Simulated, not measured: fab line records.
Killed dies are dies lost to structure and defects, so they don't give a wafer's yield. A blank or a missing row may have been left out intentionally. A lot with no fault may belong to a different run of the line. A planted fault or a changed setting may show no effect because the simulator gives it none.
The tool behind it: which one? -- flow sky130 -- 15 lots with 45 wafers sampled at 4 steps, on a route of 708 steps

== WHAT THE GAUGES SHOWED, per wafer ==
SKY_FIELD_ISO_THK_MEAS_04. Usual: for FIELD_ISO_CVD_03_THK the level is 164.6 nm and the standard deviation is 1.6.
lot,measured,on,FIELD_ISO_CVD_03_THK (nm),flag
L705,day 1 13:29,filmMetro-02,164.1 164.1 164.3,
L707,day 1 23:30,filmMetro-04,163.4 163.8 163.3,
L710,day 2 19:17,filmMetro-02,165.7 166.2 167.5,
L711,day 2 22:32,filmMetro-01,166.1 166.3 167.7,
L714,day 3 10:57,filmMetro-01,164.7 162.9 163.2,
L715,day 3 16:32,filmMetro-04,164.0 164.6 163.9,
L716,day 3 20:53,filmMetro-02,163.4 163.0 164.5,
L721,day 4 22:22,filmMetro-04,164.8 166.5 165.7,
L722,day 5 02:40,filmMetro-04,162.7 161.1 163.0,
L723,day 5 08:04,filmMetro-02,163.9 166.5 165.4,
L724,day 5 13:29,filmMetro-01,162.0 164.1 164.7,
L725,day 5 18:44,filmMetro-01,166.5 165.4 164.6,
L726,day 5 23:59,filmMetro-02,166.9 165.7 166.6,
L727,day 6 03:30,filmMetro-01,164.3 164.9 166.3,
L728,day 6 09:06,filmMetro-01,164.0 163.9 164.4,

SKY_VT_ADJUST_HVTP_TW_MEAS_11. Usual: for VT_ADJUST_HVTP_TW the level is 1353 and the standard deviation is 7.8.
lot,measured,on,VT_ADJUST_HVTP_TW,flag
L705,day 6 10:47,filmMetro-04,1343 1350 1346,
L707,day 6 21:27,filmMetro-04,1340 1345 1342,
L710,day 7 12:11,filmMetro-04,1336 1346 1348,
L711,day 7 20:34,filmMetro-01,1359 1359 1362,
L721,day 10 06:30,filmMetro-01,1345 1342 1345,
L722,day 10 09:39,filmMetro-04,1353 1350 1353,
L723,day 10 15:06,filmMetro-03,1352 1353 1354,
L724,day 11 03:03,filmMetro-03,1364 1359 1356,
L725,day 11 05:23,filmMetro-04,1350 1352 1357,
L726,day 11 11:39,filmMetro-01,1349 1348 1364,
L727,day 11 20:27,filmMetro-01,1354 1360 1347,
L728,day 12 04:38,filmMetro-01,1348 1339 1341,

== EACH LOT AND THE TOOL THAT RAN IT (in order: tool; ch and the chambers of the sampled wafers; start) ==
lot,SKY_FIELD_ISO_WET_ETCH_30,SKY_PWDE_STRIP_09
L705,"wetBench-02 ch 1, day 2 12:47","plasmaAsher-03 ch 0,1, day 4 02:40"
L707,"wetBench-04 ch 1, day 3 00:33","plasmaAsher-04 ch 0,1, day 4 13:11"
L710,"wetBench-02 ch 3, day 3 14:21","plasmaAsher-04 ch 0,1, day 5 02:53"
L711,"wetBench-02 ch 2, day 3 20:44","plasmaAsher-03 ch 0,1, day 5 09:47"
L714,"wetBench-02 ch 1, day 4 08:06",-
L715,"wetBench-02 ch 2, day 4 16:04",-
L716,"wetBench-02 ch 2, day 4 19:52",-
L721,"wetBench-02 ch 0, day 5 21:28","plasmaAsher-03 ch 0,1, day 7 15:08"
L722,"wetBench-02 ch 0, day 6 01:51","plasmaAsher-03 ch 0,1, day 7 18:13"
L723,"wetBench-04 ch 2, day 6 06:35","plasmaAsher-01 ch 0,1, day 7 23:52"
L724,"wetBench-02 ch 1, day 6 12:29","plasmaAsher-01 ch 0,1, day 8 05:52"
L725,"wetBench-01 ch 3, day 6 18:08","plasmaAsher-04 ch 0,1, day 8 11:16"
L726,"wetBench-04 ch 3, day 7 00:49","plasmaAsher-01 ch 0,1, day 8 19:46"
L727,"wetBench-02 ch 0, day 7 06:20","plasmaAsher-04 ch 0,1, day 9 01:20"
L728,"wetBench-04 ch 3, day 7 10:38","plasmaAsher-03 ch 0,1, day 9 06:46"
- SKY_FIELD_ISO_WET_ETCH_30: etches SiO2 in dHF, target depth 25 nm, time 50 s.
- SKY_PWDE_STRIP_09: strips in O2/N2.

== AS READ BY THE TOOLS THEMSELVES (means over the sampled wafers that have a number; for cases with no such wafer, the mark the record gives instead) ==
SKY_FIELD_ISO_WET_ETCH_30. Usual: bathHeatDutyPct 6.6 %, standard deviation 0.96; runLengthS 79 s, standard deviation 3.4.
lot,tool,bathHeatDutyPct (%),runLengthS (s),flag
L705,wetBench-02,7.1,83,
L707,wetBench-04,5.8,76,
L710,wetBench-02,5.7,82,
L711,wetBench-02,8.4,84,
L714,wetBench-02,-,-,OFF
L715,wetBench-02,-,-,OFF
L716,wetBench-02,-,-,OFF
L721,wetBench-02,6.9,81,
L722,wetBench-02,6.5,81,
L723,wetBench-04,6.4,76,
L724,wetBench-02,6.9,78,
L725,wetBench-01,6.8,83,
L726,wetBench-04,6.0,85,
L727,wetBench-02,6.1,75,
L728,wetBench-04,6.5,85,

SKY_PWDE_STRIP_09. Usual: drypumpMotorCurrentA 5.86 A, standard deviation 0.25; oesProductAu 0.723 a.u., standard deviation 0.0043; stripTimeToEndpointS 36.87 s, standard deviation 0.1.
lot,tool,drypumpMotorCurrentA (A),oesProductAu (a.u.),stripTimeToEndpointS (s),flag
L705,plasmaAsher-03,6.06,0.720,36.97,
L707,plasmaAsher-04,5.82,0.731,36.81,
L710,plasmaAsher-04,5.74,0.725,36.75,
L711,plasmaAsher-03,6.13,0.722,36.80,
L721,plasmaAsher-03,6.04,0.726,36.73,
L722,plasmaAsher-03,6.13,0.725,36.82,
L723,plasmaAsher-01,5.80,0.720,36.75,
L724,plasmaAsher-01,5.82,0.724,36.91,
L725,plasmaAsher-04,5.80,0.725,36.85,
L726,plasmaAsher-01,5.81,0.719,36.98,
L727,plasmaAsher-04,5.79,0.727,36.98,
L728,plasmaAsher-03,6.14,0.725,36.92,

== THE ANSWER, worked out from the rows above alone ==
Rule: lot off if the mean of its wafers having a number is beyond 3 standard deviations from the usual mean. A lot without any number at a reading at which 4 lots or more have one is off too. All remaining lots with rows at the step are treated as sound. After the gauges, taken in route order, come the tools' own readings; for these a lot's mean is taken, as printed above. The first step at which some lot is off is used, and at that step the reading that is off furthest; a lot without a number counts as furthest.
Off, at SKY_FIELD_ISO_WET_ETCH_30 on bathHeatDutyPct: L714, L715, L716. Without a number there: L714, L715, L716.
A tool fits if, at that step or a process step before it, it ran every lot that is off, and no sound lot after the first of them. Not one of the candidates tried fits.

== WHAT THE SIMULATOR HAD INSERTED ==
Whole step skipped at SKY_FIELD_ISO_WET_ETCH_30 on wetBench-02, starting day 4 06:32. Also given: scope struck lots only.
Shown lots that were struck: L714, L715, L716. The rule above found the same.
